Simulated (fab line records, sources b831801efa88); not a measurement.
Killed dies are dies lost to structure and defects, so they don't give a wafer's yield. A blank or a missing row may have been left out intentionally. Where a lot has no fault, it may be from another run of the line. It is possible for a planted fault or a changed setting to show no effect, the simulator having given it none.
Chamber matching ; flow gf180mcu ; GF_V4_CMP_26 on cmp-02 has 4 sister chambers
The step polishes, stops on SiO2, t overpolish 15 s, target thk 0 nm. 7 wafers are shown with their chamber, then 10 later ones without.

EACH WAFER AND ITS CHAMBER
wafer;chamber;motorCurrentA (A);timeToEndpointS (s)
L530.3;2;12.0;82
L530.6;0;10.7;82
L533.3;1;13.4;88
L533.5;3;11.0;84
L533.6;2;12.4;88
L534.1;1;13.6;84
L534.2;3;10.9;82

WAFERS MISSING THEIR CHAMBER
wafer;motorCurrentA (A);timeToEndpointS (s)
L534.4;12.5;84
L539.2;11.9;92
L539.3;13.1;91
L539.6;13.1;89
L542.1;13.2;92
L542.2;11.0;85
L542.4;10.8;89
L545.1;10.9;92
L545.3;10.8;88
L545.6;11.3;92

WHICH CHAMBER EACH ONE RAN IN
wafer;from the rows above;in truth
L534.4;2;2
L539.2;2;2
L539.3;1;1
L539.6;1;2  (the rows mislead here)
L542.1;1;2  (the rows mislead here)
L542.2;can't be placed: 3 or 0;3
L542.4;can't be placed: 3 or 0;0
L545.1;can't be placed: 3 or 0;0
L545.3;can't be placed: 3 or 0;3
L545.6;can't be placed: 3 or 0 or 2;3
3 of 10 placed correctly. From these rows, 5 cannot be placed; in 5 the true chamber is one of the candidates. 2 placed wrongly.
How it was worked out, from the rows above alone: a wafer's distance from a chamber is the root of the sum, over the readings, of the square of ((its reading less the chamber's mean) divided by the reading's scatter). The wafer belongs to the nearest chamber; if the next one is less than 2 further off, it can't be placed. Each chamber's mean is taken over the wafers shown for it. The scatter: take each reading less its chamber's mean, square it, sum over the shown wafers, divide by the number of wafers less the number of chambers, and take the root.
